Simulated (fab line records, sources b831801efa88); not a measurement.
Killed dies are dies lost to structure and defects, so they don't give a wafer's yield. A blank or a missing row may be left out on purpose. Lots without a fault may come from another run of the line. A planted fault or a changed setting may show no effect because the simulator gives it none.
Tool commonality check | flow gf180mcu | 12 lots, 42 wafers sampled

WHY IT WAS OPENED
At GF_HV_LDD_RS_MEAS_53 the reading HV_LDD_RS is flagged on 2 of 12 lots. Wafers without a fault read 418.5 ohm/sq, standard deviation 0.98.
Rule: a lot is flagged when every wafer of it that has a number lies more than 4 standard deviations from that mean, or none has a number. The other lots count as sound.

lot  | measured     | on            | HV_LDD_RS (ohm/sq), wafer by wafer  | flag
L145 | day 12 09:38 | film_metro-02 | 418.6 419.1 419.2                   |
L146 | day 12 18:05 | film_metro-02 | 418.6 419.4 419.2                   |
L147 | day 13 01:44 | film_metro-03 | 419.7 419.7 420.6                   |
L149 | day 13 15:02 | film_metro-03 | 417.6 418.4 418.0                   |
L148 | day 13 18:02 | film_metro-04 | 417.1 417.8 417.0                   |
L150 | day 13 20:54 | film_metro-04 | 416.7 418.5 417.3                   |
L153 | day 15 01:13 | film_metro-02 | 417.8 418.3 417.7                   |
L160 | day 17 11:28 | film_metro-04 | 417.3 415.7 416.8                   |
L161 | day 17 19:34 | film_metro-04 | 426.0 425.9 426.1 425.7 426.0 426.7 | FLAGGED
L162 | day 18 03:38 | film_metro-03 | 425.5 424.8 425.2 424.9 424.7 424.6 | FLAGGED
L164 | day 18 16:28 | film_metro-03 | 418.7 417.5 418.7                   |
L168 | day 20 08:30 | film_metro-02 | 417.6 418.1 417.8                   |
The numbers of the flagged lots are 425.5 ohm/sq on average: +7.0 ohm/sq against the usual, or +7 standard deviations.

WHICH TOOL RAN EACH LOT
The record holds 2 process steps before the reading, out of a route of 602 steps. In each cell: the tool, then ch and the chambers that the sampled wafers went through, then the start.
lot  | flag    | GF_VT_IMPLANT_RTA_45             | GF_HV_LDD_IMPLANT_34
L145 |         | rtp_anneal-02 ch 0, day 7 12:42  | implanter-04 ch 0, day 11 13:17
L146 |         | rtp_anneal-01 ch 0, day 7 19:03  | implanter-01 ch 0, day 11 21:17
L147 |         | rtp_anneal-02 ch 0, day 8 00:44  | implanter-01 ch 0, day 12 04:37
L149 |         | rtp_anneal-02 ch 0, day 8 15:02  | implanter-04 ch 0, day 12 18:05
L148 |         | rtp_anneal-01 ch 0, day 8 13:59  | implanter-04 ch 0, day 12 20:31
L150 |         | rtp_anneal-01 ch 0, day 8 20:59  | implanter-01 ch 0, day 13 00:16
L153 |         | rtp_anneal-02 ch 0, day 9 16:27  | implanter-02 ch 0, day 14 03:29
L160 |         | rtp_anneal-01 ch 0, day 11 17:55 | implanter-01 ch 0, day 16 11:11
L161 | FLAGGED | rtp_anneal-02 ch 0, day 11 23:28 | implanter-01 ch 0, day 16 19:25
L162 | FLAGGED | rtp_anneal-01 ch 0, day 12 07:31 | implanter-01 ch 0, day 17 02:37
L164 |         | rtp_anneal-02 ch 0, day 12 19:32 | implanter-04 ch 0, day 17 15:47
L168 |         | rtp_anneal-02 ch 0, day 14 02:56 | implanter-02 ch 0, day 19 06:55
What these steps do:
- GF_VT_IMPLANT_RTA_45: time 30 s.
- GF_HV_LDD_IMPLANT_34
- GF_HV_LDD_RS_MEAS_53: measures by four-point-probe.

FLAGGED OVER TOTAL, TOOL BY TOOL (the gauges that took the reading come last)
step                 | tool          | lots run | flagged | share of the flagged lots | sound lots run after its first flagged lot
GF_VT_IMPLANT_RTA_45 | rtp_anneal-01 | 5        | 1       | some                      | 0
GF_VT_IMPLANT_RTA_45 | rtp_anneal-02 | 7        | 1       | some                      | 2 (L164,L168)
GF_HV_LDD_IMPLANT_34 | implanter-01  | 6        | 2       | all                       | 0
GF_HV_LDD_IMPLANT_34 | implanter-02  | 2        | 0       | none                      | -
GF_HV_LDD_IMPLANT_34 | implanter-04  | 4        | 0       | none                      | -
GF_HV_LDD_RS_MEAS_53 | film_metro-02 | 4        | 0       | none                      | -
GF_HV_LDD_RS_MEAS_53 | film_metro-03 | 4        | 1       | some                      | 1 (L164)
GF_HV_LDD_RS_MEAS_53 | film_metro-04 | 4        | 1       | some                      | 0

WHAT THE TABLE ALLOWS
1 row of the table ran every flagged lot: implanter-01 at GF_HV_LDD_IMPLANT_34.
- implanter-01 at GF_HV_LDD_IMPLANT_34: 2 of its 6 lots flagged. Its last sound lot is L160 (day 16 11:11), its first flagged lot L161 (day 16 19:25): a fault that began between those two fits. Its own readings lie more than 4 standard deviations out on every wafer of the flagged lots: dose_ions_cm2, faraday_current_uA.
One tool is left: implanter-01 at GF_HV_LDD_IMPLANT_34.

WHAT THE SIMULATOR HAD PUT IN
Process parameter drift: implanter-01, from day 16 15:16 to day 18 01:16, at GF_HV_LDD_IMPLANT_34. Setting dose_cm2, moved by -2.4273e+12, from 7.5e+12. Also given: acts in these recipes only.
Lots struck among those shown: L161, L162. The rule above found the same.
